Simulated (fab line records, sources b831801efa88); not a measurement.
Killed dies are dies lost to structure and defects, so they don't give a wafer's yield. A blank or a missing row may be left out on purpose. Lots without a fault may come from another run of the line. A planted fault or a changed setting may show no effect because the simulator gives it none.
Which tool did it? | flow sky130 | 7 lots, 21 wafers sampled, at 2 steps of a route of 708

WHAT THE GAUGES READ, wafer by wafer
SKY_VIA1_RS_MEAS_22: measures by four-point-probe.
lot  | measured     | on            | VIA1_W_RS (ohm/sq)
L994 | day 35 01:41 | film_metro-03 | 0.426 0.430 0.427
L997 | day 35 10:29 | film_metro-03 | 0.424 0.426 0.423
L999 | day 36 12:40 | film_metro-01 | 0.428 0.438 0.433
L103 | day 37 08:40 | film_metro-03 | 0.421 0.423 0.423
L108 | day 38 12:44 | film_metro-03 | 0.418 0.430 0.422
L110 | day 39 01:33 | film_metro-04 | 0.426 0.424 0.428
L112 | day 39 17:36 | film_metro-04 | 0.416 0.423 0.424

WHICH TOOL RAN EACH LOT (tool, then ch and the chambers of the sampled wafers, then the start)
lot  | SKY_METAL1_SPUTTER_04
L994 | pvd_sputter-03, day 32 18:20
L997 | pvd_sputter-03, day 33 02:52
L999 | pvd_sputter-04, day 34 03:42
L103 | pvd_sputter-03, day 35 02:02
L108 | pvd_sputter-04, day 36 07:44
L110 | pvd_sputter-04, day 36 20:43
L112 | pvd_sputter-04, day 37 13:14
- SKY_METAL1_SPUTTER_04: material TiN, target thk 70 nm, time 58.3 s.

THE ANSWER, worked out from the rows above alone
Rule: what is usual is taken from the lots themselves. Put in order of their means at a reading, lots are off if they are a third of the lots or fewer, leave a main group of 4 or more, and stand apart from it by a gap of 3 or more times the standard deviation of the main group's means; of several such gaps the widest counts. A main group whose means are all the same, to the digits that the tables above print for the reading, isn't used. A lot without any number at a reading at which 4 lots or more have one is off too. The other lots that the step has rows for count as sound.
No lot is off at any reading shown: from this, nothing can be told.

WHAT THE SIMULATOR HAD PUT IN
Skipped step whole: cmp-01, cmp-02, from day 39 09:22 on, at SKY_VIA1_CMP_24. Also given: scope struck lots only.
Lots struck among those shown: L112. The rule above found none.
